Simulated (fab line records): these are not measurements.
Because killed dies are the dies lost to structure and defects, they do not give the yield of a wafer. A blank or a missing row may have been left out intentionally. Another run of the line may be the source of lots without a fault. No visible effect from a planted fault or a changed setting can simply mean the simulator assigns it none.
Split-lot study ; flow sfq-line ; 27 wafers read from 5 lots, route of 325 steps

== THE SPLIT ITSELF ==
At SFQ_TRILAYER_I7_VIA_BARC_OPEN_VIA_ETCH_260 (etches BARC in O2, target depth 125 nm, time 41.7 s), the setting time-s was moved away from the recipe's 41.7 s on 12 of the 27 wafers read, by -40.3% to +56.0%. The other wafers ran this setting at the recipe's value.

Split to reading: the file shows no intervening step.

== THE READING ==
KrF_of_TRILAYER_I7_VIA_LITHO_COAT_187.thk-nm (the simulator's own value, which no gauge read), in nm, at SFQ_TRILAYER_I7_VIA_ETCH_VIA_ETCH_190 (etches SiO2 in CHF3, stops on Nb, target depth 260 nm). No usual value for it is given in the file. The 15 wafers here that ran the recipe average 528.6 nm, standard deviation 2.4 nm.

wafer;tool, chamber at the split;time-s as run, s;against the recipe;KrF_of_TRILAYER_I7_VIA_LITHO_COAT_187.thk-nm, nm;against lot-mates on the recipe
L075.1;rie-diel-04, 1;41.7;recipe;529.5;-
L075.2;rie-diel-04, 0;41.7;recipe;525.3;-
L075.3;rie-diel-04, 3;41.7;recipe;527.8;-
L077.1;rie-diel-04, 0;30.24;-27.5%;536.1;+9.7
L077.2;rie-diel-04, 2;41.7;recipe;527;-
L077.3;rie-diel-04, 1;41.7;recipe;526.1;-
L077.4;rie-diel-04, 3;30.24;-27.5%;540.4;+14.0
L077.5;rie-diel-04, 2;41.7;recipe;526;-
L077.6;rie-diel-04, 1;30.24;-27.5%;540.1;+13.7
L079.1;rie-diel-04, 1;41.7;recipe;527.9;-
L079.2;rie-diel-04, 2;34.22;-17.9%;537.9;+10.6
L079.3;rie-diel-04, 3;41.7;recipe;526.5;-
L079.4;rie-diel-04, 0;34.22;-17.9%;537.1;+9.8
L079.5;rie-diel-04, 2;41.7;recipe;527.5;-
L079.6;rie-diel-04, 3;34.22;-17.9%;537.8;+10.5
L081.1;rie-diel-02, 1;65.06;+56.0%;503.5;-26.7
L081.2;rie-diel-02, 2;41.7;recipe;529.9;-
L081.3;rie-diel-02, 3;65.06;+56.0%;500.9;-29.3
L081.4;rie-diel-02, 0;41.7;recipe;527.9;-
L081.5;rie-diel-02, 2;65.06;+56.0%;499.4;-30.8
L081.6;rie-diel-02, 3;41.7;recipe;532.9;-
L082.1;rie-diel-04, 3;41.7;recipe;530.2;-
L082.2;rie-diel-04, 2;24.91;-40.3%;552.2;+20.4
L082.3;rie-diel-04, 1;41.7;recipe;532.6;-
L082.4;rie-diel-04, 0;24.91;-40.3%;550.8;+19.0
L082.5;rie-diel-04, 2;41.7;recipe;532.5;-
L082.6;rie-diel-04, 3;24.91;-40.3%;553.4;+21.6

THE FIT
A straight line over all 27 wafers: KrF_of_TRILAYER_I7_VIA_LITHO_COAT_187.thk-nm changes by -0.5 nm for each +1% of time-s; r = -0.98; the points scatter about the line by 2.7 nm.
The same after taking each lot's own level away (the mean of its wafers on the recipe; 27 wafers): -0.51 nm for each +1%; r = -0.99; scatter 1.6 nm.
The reading moves by 29 nm for the largest change in time-s, on that fit.
Across the lots, their own levels run from 526.37 to 531.77 nm, a range of 2.2 times the standard deviation given above.
Hence the lot-to-lot level has little effect on the slope; both slopes agree.
Check: with one of the wafers moved furthest among these (+56.0%) left out of the fit, the line predicts -29.3 nm for it against its lot-mates. It came out at -26.7 nm against them.
Tool readings at the split's step, against how far the setting was moved: oes-product-au r = -0.84.

== OTHER SPLITS APPLIED TO THESE WAFERS ==
These wafers also went through other splits before the reading. Each is held against what the fit with the lots' levels taken away leaves over:
other split on the same wafers;wafers away from the commonest value;r with KrF_of_TRILAYER_I7_VIA_LITHO_COAT_187.thk-nm (lot level and that fit taken away)
SFQ_TRILAYER_JJ_TRILAYER_DEP_SPUTTER_109 time-s;9;-0.11
SFQ_TRILAYER_R5_DEP_SPUTTER_132 time-s;9;+0.05
SFQ_TRILAYER_A5C_DEP_PECVD_142 time-s;6;-0.18
SFQ_TRILAYER_M6_DEP_SPUTTER_157 time-s;12;-0.26
SFQ_TRILAYER_M7_ETCH_METAL_ETCH_180 time-s;6;-0.02

== THE WHOLE CHAIN: every reading that the file lists as answering this split, in the file's order ==
step;what it does;reading;change (the file's fit);r (the file's)
SFQ_TRILAYER_I7_VIA_BARC_OPEN_VIA_ETCH_260;etches BARC in O2, target depth 125 nm, time 41.7 s;oes-product-au;not straight: 0.893 at the lowest setting, 0.687 at the recipe, 0.640 at the highest;not given
SFQ_TRILAYER_I7_VIA_BARC_OPEN_VIA_ETCH_260;etches BARC in O2, target depth 125 nm, time 41.7 s;KrF_of_TRILAYER_I7_VIA_LITHO_COAT_187.thk-nm (the simulator's own value, which no gauge read);-0.52 nm for each +1% of the setting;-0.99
SFQ_TRILAYER_I7_VIA_ETCH_VIA_ETCH_190;etches SiO2 in CHF3, stops on Nb, target depth 260 nm;KrF_of_TRILAYER_I7_VIA_LITHO_COAT_187.thk-nm (the simulator's own value, which no gauge read);-0.509 nm for each +1% of the setting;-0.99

== FILE'S OWN FIT ==
KrF_of_TRILAYER_I7_VIA_LITHO_COAT_187.thk-nm changes by -0.509 nm for each +1% of time-s, r = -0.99.
